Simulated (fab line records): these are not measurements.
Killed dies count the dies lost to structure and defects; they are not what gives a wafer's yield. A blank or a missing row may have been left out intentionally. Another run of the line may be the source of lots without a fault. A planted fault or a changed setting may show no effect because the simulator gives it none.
fab line records	flow sfq-line
record lots=6	wafers=18	last-day=92
route steps=325 shown M2@92 I2@103 M3@118
lots with no fault: from the same line, run without faults
start-h: start of the lot's first displayed wafer, in hours after the record's first day	wait-h: hours elapsed since this lot's preceding step	" as in the row above	L1.1+2: one row covering several wafers at once	- no value, or no start given	* or withheld: withheld	< > ~ a bound
route shown NAME@n: names a module that has steps shown in the file, with the first one's number in the route	usual: mean/standard deviation taken from wafers without a fault	same: alike in all rows	chamber/n: place in a boat	sites: the reading at each site	_std_site: their standard deviation	_edge_site: inner sites' mean taken away from outer sites' mean	radius-mm: how far each site lies from the wafer's centre	mask NAME#n: copy n	behind: tool/chamber where the wafer was last shaped	hold: what put the lot on hold/how long, in hours/how the hold closed	device: names the non-switching transistor (n, p or np)	end of line: tests run on the same wafers once the route is complete	step lacking rows: just its recipe	killed: dies that structure and defects cost at the first sort, which is not the same as the wafer's yield	map: shows each die of a wafer: x if killed, . if not, _ if none is there
set.NAME: the setting that was run; set.NAME@STEP: the one run at that earlier step	model.NAME: the simulator's own value behind a step, which no gauge read
a table for each step, a row for each wafer; lots at some steps of the route
services: from which hour (start-h, from the record's first day; less than 0 if before it) a tool's chamber was out of use, for how many hours, and why
## steps
# step SFQ_TRILAYER_M2_LITHO_COAT_062
# recipe resist=BARC	spin-rpm=3000	resist-thk-nm=62
# step SFQ_TRILAYER_M2_LITHO_COAT_057
# recipe resist=KrF	spin-rpm=3000	resist-thk-nm=600
# step SFQ_TRILAYER_M2_LITHO_SOFTBAKE_061
# recipe temp-c=withheld	time-s=withheld	resist=KrF
# step SFQ_TRILAYER_M2_LITHO_EXPOSE_058
# recipe mask-id=M2	na=0.6	source-shape=conventional	sigma-outer=0.65	target-cd-nm=500	dose-mj=14.4
# step SFQ_TRILAYER_M2_LITHO_PEB_060
# recipe peb-temp-c=115	peb-time-s=60	resist=KrF
# step SFQ_TRILAYER_M2_LITHO_DEVELOP_059
# recipe time-s=60	resist=KrF
# step SFQ_M2_OVL_MEAS_916
# usual M2_OVL=-1/6.7
lot.wafer	tool	chamber	start-h	wait-h	M2_OVL[nm]
L762.1	overlay-01	-	552.00	0.1	8
L762.2	"	-	"	"	-1
L762.5	"	-	"	"	5
L767.1	overlay-01	-	595.54	0.1	-11
L767.3	"	-	"	"	-11
L767.4	"	-	"	"	-18
L770.2	overlay-01	-	636.47	0.1	-8
L770.5	"	-	"	"	-6
L770.6	"	-	"	"	-14
L771.2	overlay-02	-	641.29	0.1	6
L771.4	"	-	"	"	0
L771.5	"	-	"	"	0
L772.1	overlay-02	-	652.64	0.1	10
L772.2	"	-	"	"	7
L772.6	"	-	"	"	-1
L781.1	overlay-02	-	767.77	0.1	0
L781.2	"	-	"	"	0
L781.6	"	-	"	"	2
# step SFQ_TRILAYER_M2_BARC_OPEN_METAL_ETCH_077
# recipe mask-material=PR	chemistry=O2	target-depth-nm=125	target=BARC	icp-w=600	bias-w=80	pressure-mtorr=10	time-s=41.7
# step SFQ_TRILAYER_M2_ETCH_METAL_ETCH_060
# recipe target=Nb	stop-on=SiO2	mask-material=PR	chemistry=Cl2/Ar	target-depth-nm=240	icp-w=600	bias-w=80	pressure-mtorr=10	time-s=120
# usual chamber-pressure-mTorr=9.999/0.0082	drypump-motor-current-A=5.91/0.26	he-backside-leak-sccm=3.4/0.34	oes-product-au=0.891/0.0069
# same time-s=120
lot.wafer	tool	chamber	start-h	wait-h	chamber-pressure-mTorr	drypump-motor-current-A	he-backside-leak-sccm	oes-product-au	rf-hours-counter-h
L762.1	rie-metal-04	0	552.10	0.0	9.997	5.76	3.2	0.881	59
L762.2	"	1	"	"	9.993	6.16	3.2	0.903	25
L762.5	"	0	"	"	10.019	5.76	3.1	0.901	-
L767.1	rie-metal-03	1	595.64	0.0	9.985	5.72	3.7	0.891	37
L767.3	"	0	"	"	10.003	5.91	3.7	0.894	-
L767.4	"	1	"	"	10.007	5.73	3.6	0.901	-
L770.2	rie-metal-03	0	636.56	0.0	9.989	5.90	3.6	0.897	79
L770.5	"	0	"	"	10.004	5.85	3.7	0.902	-
L770.6	"	1	"	"	10.012	5.73	5.5	0.886	-
L771.2	rie-metal-03	1	641.38	0.0	9.998	5.74	3.5	0.901	42
L771.4	"	0	"	"	9.997	5.91	3.6	0.900	-
L771.5	"	0	"	"	9.990	5.92	3.6	0.897	-
L772.1	rie-metal-02	0	652.73	0.0	9.995	5.48	3.3	0.887	12
L772.2	"	1	"	"	10.016	6.30	3.6	0.888	69
L772.6	"	0	"	"	10.008	5.48	3.5	0.884	-
L781.1	rie-metal-03	0	767.86	0.0	10.014	5.88	3.7	0.881	98
L781.2	"	1	"	"	10.001	5.75	3.4	0.894	61
L781.6	"	1	"	"	9.993	5.74	3.5	0.887	-
# step SFQ_TRILAYER_M2_STRIP_STRIP_061
# recipe gas=O2	power-w=200	platen-temp-c=40	overash-fraction=0.65	chemistry=O2	pressure-mtorr=50
# usual chamber-pressure-mTorr=50.00/0.042	drypump-motor-current-A=5.92/0.26	he-backside-leak-sccm=3.42/0.29	oes-product-au=1.004/0.009
lot.wafer	tool	chamber	start-h	wait-h	chamber-pressure-mTorr	drypump-motor-current-A	he-backside-leak-sccm	oes-product-au	rf-hours-counter-h
L762.1	rie-metal-04	0	552.22	0.1	50.01	5.80	3.23	1.005	59
L762.2	"	1	"	"	49.93	6.12	3.45	1.006	25
L762.5	"	0	"	"	49.99	5.80	3.03	1.010	-
L767.1	rie-metal-03	1	595.76	0.1	50.04	5.75	3.53	1.000	37
L767.3	"	0	"	"	49.95	5.92	3.83	1.000	-
L767.4	"	1	"	"	50.00	5.75	3.61	0.996	-
L770.2	rie-metal-03	0	636.69	0.1	49.96	5.92	3.68	0.997	80
L770.5	"	0	"	"	50.04	5.93	3.82	0.999	-
L770.6	"	1	"	"	49.99	5.73	3.60	1.008	-
L771.2	rie-metal-03	1	641.50	0.1	50.08	5.74	3.49	0.997	42
L771.4	"	0	"	"	50.01	5.96	3.50	0.997	-
L771.5	"	0	"	"	50.02	5.93	3.74	0.989	-
L772.1	rie-metal-02	0	652.86	0.1	50.07	5.49	3.29	0.996	12
L772.2	"	1	"	"	49.98	6.30	3.56	0.995	69
L772.6	"	0	"	"	50.01	5.47	3.35	0.994	-
L781.1	rie-metal-03	0	767.99	0.1	50.07	5.90	3.82	0.990	98
L781.2	"	1	"	"	50.03	5.73	3.74	1.001	62
L781.6	"	1	"	"	49.95	5.75	3.89	1.004	-
# step SFQ_TRILAYER_M2_STRIP_SOLV_CLEAN_062
# recipe chemistry=NMP	temp-c=70	time-s=600
# step SFQ_TRILAYER_I2_DEP_PECVD_063
# recipe material=SiO2	temp-c=150	time-s=111.11	pressure-torr=2.4	rf-w=183.3	precursor=SiH4/N2O	target-thk-nm=500
# usual chamber-pressure-Torr=2.399/0.0055	heater-power-outer-w=31/9.8	heater-power-w=86/17	showerhead-vpp-V=832/46	throttle-valve-pct=24.8/1.4	time-s=111.11/0
lot.wafer	tool	chamber	start-h	wait-h	chamber-pressure-Torr	heater-power-outer-w	heater-power-w	showerhead-vpp-V	throttle-valve-pct	time-s
L762.1	pecvd-04	1	553.00	0.0	2.402	18	54	909	27.2	111.11
L762.2	"	2	"	"	2.394	35	91	883	23.8	111.11
L762.5	"	0	"	"	2.414	23	62	819	24.6	111.11
L767.1	pecvd-02	1	596.54	0.0	2.400	56	121	803	27.1	111.11
L767.3	"	0	"	"	2.394	34	96	842	24.3	111.11
L767.4	"	2	"	"	2.408	30	88	767	24.8	111.11
L770.2	pecvd-04	0	637.46	0.0	-	-	-	-	-	-
L770.5	"	1	"	"	-	-	-	-	-	-
L770.6	"	2	"	"	-	-	-	-	-	-
L771.2	pecvd-04	1	642.29	0.0	-	-	-	-	-	-
L771.4	"	1	"	"	-	-	-	-	-	-
L771.5	"	2	"	"	-	-	-	-	-	-
L772.1	pecvd-03	2	653.63	0.0	2.393	34	96	824	24.7	111.11
L772.2	"	1	"	"	2.396	17	66	893	23.2	111.11
L772.6	"	1	"	"	2.403	20	69	879	23.2	111.11
L781.1	pecvd-02	2	768.76	0.0	2.397	25	82	772	24.6	111.11
L781.2	"	0	"	"	2.393	33	97	856	24.4	111.11
L781.6	"	0	"	"	2.395	34	97	852	24.4	111.11
# step SFQ_TRILAYER_I2_CMP_CMP_064
# recipe material=SiO2	down-force-psi=3	platen-rpm=60	pad-velocity-m-s=0.94248
# usual motor-current-A=10.1/1.1	time-to-endpoint-s=212/7.2
lot.wafer	tool	chamber	start-h	wait-h	motor-current-A	time-to-endpoint-s
L762.1	cmp-02	0	567.92	14.9	10.5	212
L762.2	"	2	568.92	15.9	8.0	214
L762.5	"	3	"	"	11.8	215
L767.3	cmp-01	2	596.83	0.2	9.8	196
L767.1	"	3	"	"	10.1	197
L767.4	"	0	"	"	9.0	210
L770.2	cmp-02	3	638.04	0.5	10.9	-
L770.5	"	2	639.54	2.0	7.8	-
L770.6	"	3	"	"	11.1	-
L771.4	cmp-01	3	645.42	3.1	9.9	-
L771.2	"	0	"	"	9.0	-
L771.5	"	2	646.92	4.6	9.8	-
L772.2	cmp-01	0	659.92	6.3	9.6	218
L772.1	"	1	"	"	11.0	219
L772.6	"	0	661.92	8.2	9.2	229
L781.1	cmp-01	2	771.48	2.7	10.3	206
L781.2	"	0	772.48	3.7	9.1	204
L781.6	"	2	773.48	4.6	9.7	216
# step SFQ_I2_BOW_MEAS_917
# recipe mode=bow
# usual I2_BOW=2/7.7
lot.wafer	tool	chamber	start-h	wait-h	I2_BOW[um]
L762.1	film-metro-03	-	570.42	2.0	3
L762.2	"	-	"	"	5
L762.5	"	-	"	"	5
L767.1	film-metro-03	-	599.83	2.0	11
L767.3	"	-	"	"	5
L767.4	"	-	"	"	5
L770.2	film-metro-03	-	640.56	2.0	9
L770.5	"	-	"	"	4
L770.6	"	-	"	"	2
L771.2	film-metro-04	-	647.94	1.5	3
L771.4	"	-	"	"	-12
L771.5	"	-	"	"	-4
L772.1	film-metro-02	-	662.92	2.0	-3
L772.2	"	-	"	"	6
L772.6	"	-	"	"	0
L781.1	film-metro-04	-	774.48	2.5	-8
L781.2	"	-	"	"	2
L781.6	"	-	"	"	-1
# step SFQ_TRILAYER_I2_METRO_MEASURE_065
lot.wafer	tool	chamber	start-h	wait-h
L762.1+2+5	film-metro-03	-	570.54	0.1
L767.1+3+4	film-metro-03	-	599.95	0.1
L770.2+5+6	film-metro-03	-	640.86	0.3
L771.2+4+5	film-metro-04	-	648.24	0.3
L772.1+2+6	film-metro-02	-	663.04	0.1
L781.1+2+6	film-metro-04	-	774.60	0.1
# step SFQ_TRILAYER_I2_VIA_LITHO_COAT_072
# recipe resist=BARC	spin-rpm=3000	resist-thk-nm=62
# step SFQ_TRILAYER_I2_VIA_LITHO_COAT_067
# recipe resist=KrF	spin-rpm=3000	resist-thk-nm=650
# step SFQ_TRILAYER_I2_VIA_LITHO_SOFTBAKE_071
# recipe temp-c=withheld	time-s=withheld	resist=KrF
# step SFQ_TRILAYER_I2_VIA_LITHO_EXPOSE_068
# recipe mask-id=I2	na=0.6	source-shape=conventional	sigma-outer=0.65	target-cd-nm=500	dose-mj=21.3
# step SFQ_TRILAYER_I2_VIA_LITHO_PEB_070
# recipe peb-temp-c=115	peb-time-s=60	resist=KrF
# step SFQ_TRILAYER_I2_VIA_LITHO_DEVELOP_069
# recipe time-s=60	resist=KrF
# step SFQ_I2_OVL_MEAS_918
# usual I2_OVL=-2/5.3
lot.wafer	tool	chamber	start-h	wait-h	I2_OVL[nm]
L762.1	overlay-01	-	723.21	0.1	-5
L762.2	"	-	"	"	-7
L762.5	"	-	"	"	-5
L767.1	overlay-02	-	762.81	0.1	-5
L767.3	"	-	"	"	-6
L767.4	"	-	"	"	2
L770.2	overlay-01	-	797.28	0.1	0
L770.5	"	-	"	"	-11
L770.6	"	-	"	"	-6
L771.2	overlay-01	-	806.88	0.1	-5
L771.4	"	-	"	"	-1
L771.5	"	-	"	"	6
L772.1	overlay-01	-	828.60	0.1	-8
L772.2	"	-	"	"	-4
L772.6	"	-	"	"	-7
L781.1	overlay-01	-	925.93	0.1	-2
L781.2	"	-	"	"	1
L781.6	"	-	"	"	0
# step SFQ_TRILAYER_I2_VIA_BARC_OPEN_VIA_ETCH_096
# recipe mask-material=PR	chemistry=O2	target-depth-nm=125	target=BARC	source-w=500	bias-w=80	pressure-mtorr=30	time-s=41.7
# step SFQ_TRILAYER_I2_VIA_ETCH_VIA_ETCH_070
# recipe target=SiO2	stop-on=Nb	mask-material=PR	taper-deg=20	chemistry=CHF3	target-depth-nm=260	source-w=500	bias-w=80	pressure-mtorr=30	time-s=withheld
# usual chamber-pressure-mTorr=30.000/0.03	drypump-motor-current-A=5.8/0.44	oes-product-au=0.855/0.0056
lot.wafer	tool	chamber	start-h	wait-h	chamber-pressure-mTorr	drypump-motor-current-A	oes-product-au	model.etch.depth-nm
L762.1	rie-diel-01	3	723.29	0.0	29.970	6.7	0.850	199.2
L762.2	"	1	"	"	30.007	5.4	0.846	199.2
L762.5	"	2	"	"	30.025	5.9	0.843	197.8
L767.1	rie-diel-03	3	762.89	0.0	29.997	5.6	0.850	198.7
L767.3	"	1	"	"	29.996	6.5	0.854	197.5
L767.4	"	1	"	"	29.974	6.5	0.866	199.5
L770.2	rie-diel-04	2	797.35	0.0	30.007	5.6	0.376	0
L770.5	"	3	"	"	30.006	5.6	0.372	0
L770.6	"	2	"	"	29.929	5.6	0.376	0
L771.2	rie-diel-01	1	806.95	0.0	29.981	5.3	0.383	0
L771.4	"	2	"	"	29.977	5.9	0.379	0
L771.5	"	2	"	"	30.017	5.9	0.377	0
L772.1	rie-diel-01	3	828.67	0.0	29.975	6.7	0.849	200.9
L772.2	"	2	"	"	29.945	5.9	0.859	201
L772.6	"	1	"	"	29.951	5.3	0.854	200.5
L781.1	rie-diel-01	3	926.00	0.0	30.050	6.6	0.854	199.7
L781.2	"	1	"	"	30.006	5.3	0.857	200.1
L781.6	"	1	"	"	29.969	5.3	0.855	198.4
# step SFQ_TRILAYER_I2_VIA_STRIP_STRIP_071
# recipe gas=O2	power-w=200	platen-temp-c=40	overash-fraction=0.65	chemistry=O2	pressure-mtorr=50
# usual chamber-pressure-mTorr=50.00/0.047	drypump-motor-current-A=5.78/0.23	he-backside-leak-sccm=3.5/0.4	oes-product-au=1.002/0.0079
lot.wafer	tool	chamber	start-h	wait-h	chamber-pressure-mTorr	drypump-motor-current-A	he-backside-leak-sccm	oes-product-au	rf-hours-counter-h
L762.1	rie-metal-03	0	723.40	-	50.00	5.91	3.7	0.993	90
L762.2	"	1	"	"	50.03	5.71	3.6	1.000	53
L762.5	"	1	"	"	49.97	5.75	3.6	0.996	-
L767.1	rie-metal-01	0	763.00	-	49.89	5.53	3.2	1.020	124
L767.3	"	1	"	"	49.97	5.43	3.5	0.997	-
L767.4	"	0	"	"	49.97	5.52	3.3	1.011	-
L770.2	rie-metal-04	0	797.46	-	49.99	5.78	3.2	1.002	93
L770.5	"	0	"	"	49.97	5.78	3.3	1.009	-
L770.6	"	1	"	"	50.02	6.16	3.0	1.008	-
L771.2	rie-metal-01	1	807.06	-	50.05	5.45	3.7	0.993	89
L771.4	"	0	"	"	49.96	5.51	3.3	1.012	-
L771.5	"	0	"	"	49.98	5.53	3.4	1.007	-
L772.1	rie-metal-04	0	828.79	-	49.91	5.82	3.3	1.007	97
L772.2	"	1	"	"	50.00	6.19	3.1	1.017	63
L772.6	"	0	"	"	49.99	5.79	3.1	1.003	-
L781.1	rie-metal-03	0	926.12	-	49.98	5.87	3.8	1.002	116
L781.2	"	1	"	"	50.11	5.78	3.7	0.994	79
L781.6	"	0	"	"	50.01	5.89	3.9	0.996	-
# step SFQ_TRILAYER_I2_VIA_STRIP_SOLV_CLEAN_072
# recipe chemistry=NMP	temp-c=70	time-s=600
# step SFQ_TRILAYER_M3_DEP_PRE_CLEAN_074
# recipe gas=Ar	time-s=22.5	bias-v=250
# step SFQ_TRILAYER_M3_DEP_SPUTTER_073
# recipe material=Nb	base-pressure-pa=1.33e-06	chamber-pressure-pa=0.1333	substrate-temp-c=20	resputter-cathode-voltage-v=400	target-thk-nm=200	power-w=2000	time-s=133.3
# usual substrate-temp-c=20.00/0.11	throttle-valve-pct=30.5/0.95
# same time-s=133.3
lot.wafer	tool	chamber	start-h	wait-h	substrate-temp-c	throttle-valve-pct
L762.1	pvd-sputter-04	-	724.20	0.0	20.03	31.0
L762.2	"	-	"	"	20.17	30.8
L762.5	"	-	"	"	19.89	31.0
L767.1	pvd-sputter-04	-	763.80	0.0	19.93	29.2
L767.3	"	-	"	"	20.01	31.2
L767.4	"	-	"	"	19.94	30.8
L770.2	pvd-sputter-04	-	798.26	0.0	19.87	31.3
L770.5	"	-	"	"	19.98	31.4
L770.6	"	-	"	"	19.97	31.0
L771.2	pvd-sputter-04	-	808.08	0.0	19.75	31.5
L771.4	"	-	"	"	20.06	30.8
L771.5	"	-	"	"	19.91	30.9
L772.1	pvd-sputter-06	-	829.59	0.0	19.96	28.9
L772.2	"	-	"	"	19.97	31.5
L772.6	"	-	"	"	20.04	30.4
L781.1	pvd-sputter-04	-	926.92	0.0	19.82	29.1
L781.2	"	-	"	"	19.90	30.7
L781.6	"	-	"	"	20.01	29.3
# step SFQ_M3_RS_MEAS_919
# recipe thk-meas-gauge=four-point-probe	reads=Nb_of_TRILAYER_M3_DEP_SPUTTER_073
# usual M3_NB_RS=0.891/0.009
lot.wafer	tool	chamber	start-h	wait-h	M3_NB_RS[ohm/sq]
L762.1	film-metro-03	-	724.29	0.0	0.888
L762.2	"	-	"	"	0.891
L762.5	"	-	"	"	0.884
L767.1	film-metro-04	-	763.89	0.0	0.885
L767.3	"	-	"	"	0.898
L767.4	"	-	"	"	0.891
L770.2	film-metro-01	-	798.38	0.1	0.895
L770.5	"	-	"	"	0.889
L770.6	"	-	"	"	0.898
L771.2	film-metro-04	-	808.19	0.1	0.899
L771.4	"	-	"	"	0.891
L771.5	"	-	"	"	0.896
L772.1	film-metro-01	-	829.68	0.0	0.892
L772.2	"	-	"	"	0.887
L772.6	"	-	"	"	0.902
L781.1	film-metro-01	-	927.01	0.0	0.885
L781.2	"	-	"	"	0.899
L781.6	"	-	"	"	0.883
# step SFQ_TRILAYER_M3_LITHO_COAT_080
# recipe resist=BARC	spin-rpm=3000	resist-thk-nm=62
# step SFQ_TRILAYER_M3_LITHO_COAT_075
# recipe resist=KrF	spin-rpm=3000	resist-thk-nm=600
# step SFQ_TRILAYER_M3_LITHO_SOFTBAKE_079
# recipe temp-c=withheld	time-s=withheld	resist=KrF
# step SFQ_TRILAYER_M3_LITHO_EXPOSE_076
# recipe mask-id=M3	na=0.6	source-shape=conventional	sigma-outer=0.65	target-cd-nm=500	dose-mj=14.4
# usual exposure-dose-mJ-cm2=14.401/0.016	focus-offset-nm=0.0/0.52
lot.wafer	tool	chamber	start-h	wait-h	mask	exposure-dose-mJ-cm2	focus-offset-nm
L762.1	krf-scanner-01	0	882.18	-	M3#0	14.399	-0.2
L762.2	"	0	"	"	M3#0	14.386	-0.8
L762.5	"	0	"	"	M3#0	14.415	0.7
L767.1	krf-scanner-02	0	913.50	-	M3#0	14.385	-0.2
L767.3	"	0	"	"	M3#0	14.393	0.9
L767.4	"	0	"	"	M3#0	14.404	-0.1
L770.2	krf-scanner-02	-	941.55	-	M3#0	-	-
L770.5	"	-	"	"	M3#0	-	-
L770.6	"	-	"	"	M3#0	-	-
L771.2	krf-scanner-02	-	953.55	-	M3#0	-	-
L771.4	"	-	"	"	M3#0	-	-
L771.5	"	-	"	"	M3#0	-	-
L772.1	krf-scanner-02	0	974.95	-	M3#0	14.402	0.6
L772.2	"	0	"	"	M3#0	14.399	0.0
L772.6	"	0	"	"	M3#0	14.408	0.7
L781.1	krf-scanner-01	0	1083.45	-	M3#0	14.419	0.2
L781.2	"	0	"	"	M3#0	14.424	-0.3
L781.6	"	0	"	"	M3#0	14.404	-1.1
# step SFQ_TRILAYER_M3_LITHO_PEB_078
# recipe peb-temp-c=115	peb-time-s=60	resist=KrF
## services
tool	chamber	start-h	hours	kind
pvd-sputter-04	-	583.57	13.2	repair
krf-scanner-02	-	583.69	0.8	pm
rie-diel-01	0	611.40	7.8	repair
krf-scanner-02	-	633.64	1.3	pm
rie-diel-01	3	658.28	3.1	repair
krf-scanner-02	-	665.54	1.0	pm
krf-scanner-02	-	676.16	4.0	pm
rie-metal-03	0	705.14	8.4	repair
krf-scanner-02	-	715.50	1.8	repair
krf-scanner-02	-	751.98	0.8	pm
rie-diel-01	0	755.50	9.8	repair
cmp-01	-	758.48	4.0	pm
krf-scanner-02	-	761.77	2.8	repair
pvd-sputter-04	-	768.68	20.8	repair
cmp-01	-	783.48	6.7	pm
krf-scanner-02	-	810.17	1.3	pm
krf-scanner-02	-	816.27	21.0	pm
cmp-01	-	820.67	10.2	pm
rie-metal-03	-	821.86	2.8	pm
pvd-sputter-04	-	828.63	9.4	repair
krf-scanner-02	-	837.27	1.0	pm
pvd-sputter-04	-	907.09	1.7	repair
pvd-sputter-04	-	965.09	8.9	repair
rie-metal-03	-	1045.41	0.5	repair
## key
first-sign step=SFQ_TRILAYER_I2_DEP_PECVD_063	reading=tool-record	direction=missing
effect step=SFQ_TRILAYER_I2_VIA_ETCH_VIA_ETCH_070	reading=oes-product-au	direction=down	sigmas=85	usual=0.855	struck=0.377
effect step=SFQ_TRILAYER_M3_LITHO_EXPOSE_076	reading=tool-record	direction=missing
model-effect step=SFQ_TRILAYER_I2_VIA_ETCH_VIA_ETCH_070	value=etch.depth-nm	without=200	struck=0
met-at SFQ_TRILAYER_I2_DEP_PECVD_063
struck-wafers L770.2,L770.5,L770.6,L771.2,L771.4,L771.5
onset-between 553.00 637.46
fault kind=skipped-step-whole	tool=pecvd-04	chamber=-	onset-h=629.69	steps=SFQ_TRILAYER_I2_DEP_PECVD_063	scope=struck-lots-only
